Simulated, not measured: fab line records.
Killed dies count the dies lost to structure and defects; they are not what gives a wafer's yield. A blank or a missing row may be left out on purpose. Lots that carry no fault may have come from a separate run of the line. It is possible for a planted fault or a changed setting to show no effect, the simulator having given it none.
Matching of chambers | flow gf180mcu | cmp-01 running GF_V5_CMP_04: 4 sister chambers
The step polishes SiO2. 4 wafers are shown with their chamber, then 9 later ones without.

== WAFERS, EACH WITH ITS CHAMBER ==
wafer  | chamber | motor current A (A)
L328.3 | 3       | 12.0
L329.1 | 1       | 10.6
L334.2 | 0       | 12.3
L334.5 | 2       | 10.4

== WAFERS MISSING THEIR CHAMBER ==
wafer  | motor current A (A)
L336.1 | 10.8
L336.2 | 10.5
L336.6 | 12.0
L337.1 | 11.9
L337.4 | 13.3
L337.5 | 12.5
L340.1 | 10.9
L340.2 | 13.3
L340.4 | 10.6

== WHICH CHAMBER EACH WENT THROUGH ==
wafer  | from the rows above          | in truth
L336.1 | can't be placed: 1 or 2      | 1
L336.2 | can't be placed: 1 or 2      | 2
L336.6 | can't be placed: 3 or 0      | 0
L337.1 | can't be placed: 3 or 0      | 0
L337.4 | can't be placed: 0 or 3      | 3
L337.5 | can't be placed: 0 or 3      | 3
L340.1 | can't be placed: 1 or 2 or 3 | 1
L340.2 | can't be placed: 0 or 3      | 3
L340.4 | can't be placed: 1 or 2      | 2
Correct placement for 0 of the 9. Can't be placed from these rows: 9 (the true chamber is among the candidates in 9). Placed wrongly: 0.
How it was worked out, from the rows above alone: a wafer's distance from a chamber is the root of the sum, over the readings, of the square of ((its reading less the chamber's mean) divided by the reading's scatter). If the next closest chamber is less than 2 further off than the closest, the wafer can't be placed; otherwise it belongs to the closest. Each chamber's mean is taken over the wafers shown for it. The scatter (one wafer shown for each chamber): square how far every hidden wafer sits from the nearest shown wafer, average those squares and take the square root.
